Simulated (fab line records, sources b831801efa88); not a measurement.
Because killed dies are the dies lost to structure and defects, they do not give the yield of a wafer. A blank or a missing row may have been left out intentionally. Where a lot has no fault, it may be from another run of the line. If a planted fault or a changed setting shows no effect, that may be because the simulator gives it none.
A lot that was struck, set against a sound lot + flow sky130 + 33 out of 708 route steps
Sound: the wafers L524.2, L524.3, L524.6. Struck: wafers L543.1, L543.2, L543.5. The cause is named last.
Order at every step that has rows: each side's tool, ch and its chambers, its first start. Under that, the readings that differ: sound wafers + struck wafers + difference of the means + sigmas: that difference in standard deviations of wafers without a fault.
alike: words and numbers the same on both sides, and readings whose means are apart by under 2 such deviations; not compared: readings that were withheld, readings missing a value for some wafer, numbers with overlapping values and no deviation given by the record, and bounds like >300 which may hide the same value.
Wherever a step has rows on one side only, a row that says differs or no value, or a row with sigmas, the two part there. When numbers do not overlap yet have no deviation, they are printed without sigmas and do not part them. A reading missing from all wafers of one side parts the sides only when that side holds two or more wafers.

first, 4 steps without rows for these wafers: SKY_LOCAL_INTERCONNECT_SOFTBAKE_07 (time 90 s); SKY_LOCAL_INTERCONNECT_EXPOSE_08 (exposes mask LI1M, target cd 170 nm); SKY_LOCAL_INTERCONNECT_PEB_09; SKY_LOCAL_INTERCONNECT_DEVELOP_10 (develop time 60 s).
SKY_LOCAL_INTERCONNECT_CD_MEAS_11: the cd target is 170 nm.
  sound: cd_sem-01 at day 31 23:23; struck: cd_sem-01 at day 37 21:55
  alike: cd_nm
SKY_LOCAL_INTERCONNECT_OVL_MEAS_12:
  sound: overlay-01 at day 31 23:29; struck: overlay-01 at day 37 22:02
  alike: LOCAL_INTERCONNECT_OVL
SKY_LOCAL_INTERCONNECT_ETCH_13: etches BARC in N2/H2, stops on SiO2, time 45.9 s, target depth 60 nm.
  sound on rie_metal-03 ch 0,1, day 31 23:31; struck on rie_metal-04 ch 0,1, day 37 22:04
| reading               | sound             | struck            | difference | sigmas |
|-----------------------|-------------------|-------------------|------------|--------|
| oes_product_au (a.u.) | 0.860 0.862 0.856 | 0.849 0.852 0.847 | -0.010     | -2     |
  alike: drypump_motor_current_A, throttle_valve_pct
  not compared: rf_hours_counter_h
then, 1 step without rows for these wafers: SKY_LOCAL_INTERCONNECT_METAL_ETCH_14 (etches TiN in Cl2/BCl3, stops on PSG, target depth 110 nm, time 31.4 s).
SKY_LOCAL_INTERCONNECT_STRIP_15: strips in O2/N2.
  sound on plasma_asher-01 ch 1, day 31 23:38; struck on plasma_asher-02 ch 0,1, day 37 22:11
  alike: drypump_motor_current_A, oes_product_au, strip_time_to_endpoint_s
  not compared: rf_hours_counter_h
then, 3 steps without rows for these wafers: SKY_LOCAL_INTERCONNECT_STRIP_16 (strips in post etch residue remover, time 1200 s); SKY_LOCAL_INTERCONNECT_CLEAN_17 (cleans in IPA, time 180 s); SKY_LOCAL_INTERCONNECT_CLEAN_18 (cleans in O3/DIW).
SKY_CONTACT_CVD_00: deposits Si3N4, target thk 75 nm.
  sound on pecvd-01 ch 0,2, day 32 00:16; struck on pecvd-01 ch 0,2, day 37 22:47
  no value came back on the struck wafers for heater_power_outer_w (W), heater_power_w (W); on the sound wafers heater_power_outer_w (W) reads 374 417 381
SKY_CONTACT_THK_MEAS_01:
  sound: film_metro-02 at day 32 00:19; struck: film_metro-01 at day 37 22:49
| reading                 | sound          | struck      | difference | sigmas |
|-------------------------|----------------|-------------|------------|--------|
| CONTACT_CVD_00_THK (nm) | 74.0 74.3 75.8 | 0.0 0.0 0.0 | -74.7      | -91    |
then, 1 step without rows for these wafers: SKY_CONTACT_HDPCVD_02 (deposits SiO2, target thk 565 nm, time 94.2 s).
SKY_CONTACT_THK_MEAS_03:
  sound: film_metro-01 at day 32 00:26; struck: film_metro-01 at day 37 22:56
  alike: CONTACT_HDPCVD_THK
then, 1 step without rows for these wafers: SKY_CONTACT_CMP_04 (polishes SiO2).
SKY_CONTACT_BOW_MEAS_05:
  sound: film_metro-04 at day 32 00:49; struck: film_metro-02 at day 37 23:18
  alike: CONTACT_BOW
then, 8 steps without rows for these wafers: SKY_CONTACT_DEHYDRATE_06 (time 60 s); SKY_CONTACT_HMDS_07 (prime time 60 s); SKY_CONTACT_COAT_08 (resist thk 60 nm); SKY_CONTACT_COAT_09 (resist thk 450 nm); SKY_CONTACT_SOFTBAKE_10 (time 90 s); SKY_CONTACT_EXPOSE_11 (exposes mask CTM1, target cd 170 nm); SKY_CONTACT_PEB_12; SKY_CONTACT_DEVELOP_13 (develop time 60 s).
SKY_CONTACT_CD_MEAS_14: the cd target is 170 nm.
  sound: cd_sem-02 at day 33 04:05; struck: cd_sem-02 at day 39 00:52
  alike: cd_nm
SKY_CONTACT_OVL_MEAS_15:
  sound: overlay-01 at day 33 04:12; struck: overlay-01 at day 39 00:59
  alike: CONTACT_OVL
SKY_CONTACT_ETCH_16: etches BARC in N2/H2, stops on SiO2, time 45.9 s, target depth 60 nm.
  sound on rie_diel-01 ch 0,1,2, day 33 04:14; struck on rie_diel-04 ch 0,2,3, day 39 01:02
  alike: drypump_motor_current_A, oes_product_au, throttle_valve_pct
  not compared: rf_hours_counter_h
SKY_CONTACT_ETCH_17: etches SiO2 in C4F8/O2/Ar, stops on Si3N4, target depth 340 nm.
  sound on rie_diel-01 ch 0,1,2, day 33 04:16; struck on rie_diel-04 ch 0,2,3, day 39 01:04
  alike: oes_product_au
SKY_CONTACT_ETCH_18: etches Si3N4 in CHF3/O2, stops on TiN, time 39 s, target depth 75 nm.
  sound on rie_diel-01 ch 0,1,2; struck on rie_diel-04 ch 0,2,3
| reading                  | sound             | struck            | difference | sigmas |
|--------------------------|-------------------|-------------------|------------|--------|
| oes_product_au (a.u.)    | 0.850 0.855 0.867 | 0.369 0.380 0.383 | -0.480     | -70    |
| throttle_valve_pct (%)   | 8.790 8.797 8.801 | 8.681 8.676 8.673 | -0.119     | -13    |
| model.etch.depth_nm (nm) | 73.94 74.34 75.76 | 0 0 0             | -75        |        |
  alike: drypump_motor_current_A
  not compared: rf_hours_counter_h
SKY_CONTACT_STRIP_19: strips in O2/N2.
  sound on plasma_asher-01 ch 0, day 33 04:22; struck on plasma_asher-02 ch 0,1, day 39 01:10
  alike: drypump_motor_current_A, oes_product_au, strip_time_to_endpoint_s
  not compared: rf_hours_counter_h
-- the record jumps here: 12 days lie between the struck wafers' starts before and after (it left off in module CONTACT and takes up again in module PAD_OPEN, whose first step shown is number 708 of the route) --
SKY_PAD_OPEN_PROBE_99:
  sound: prober-01 at day 47 04:42; struck: prober-02 at day 51 05:45
| reading                          | sound | struck | difference | sigmas |
|----------------------------------|-------|--------|------------|--------|
| model.etest.met1_comb.over_limit | 0 0 0 | 1 1 1  | +1         |        |
  alike: killed_at_M0_to_M3, killed_at_M4_up, killed_at_contacts, killed_at_front_end, killed_at_other, killed_dies, killed_open, killed_short

WHERE THEY PART
At SKY_LOCAL_INTERCONNECT_ETCH_13 first; at SKY_CONTACT_ETCH_18 last (within this record only). Later steps at which nothing parts them and some readings are alike: SKY_CONTACT_STRIP_19, SKY_PAD_OPEN_PROBE_99.

WHY: whatever the simulator had introduced
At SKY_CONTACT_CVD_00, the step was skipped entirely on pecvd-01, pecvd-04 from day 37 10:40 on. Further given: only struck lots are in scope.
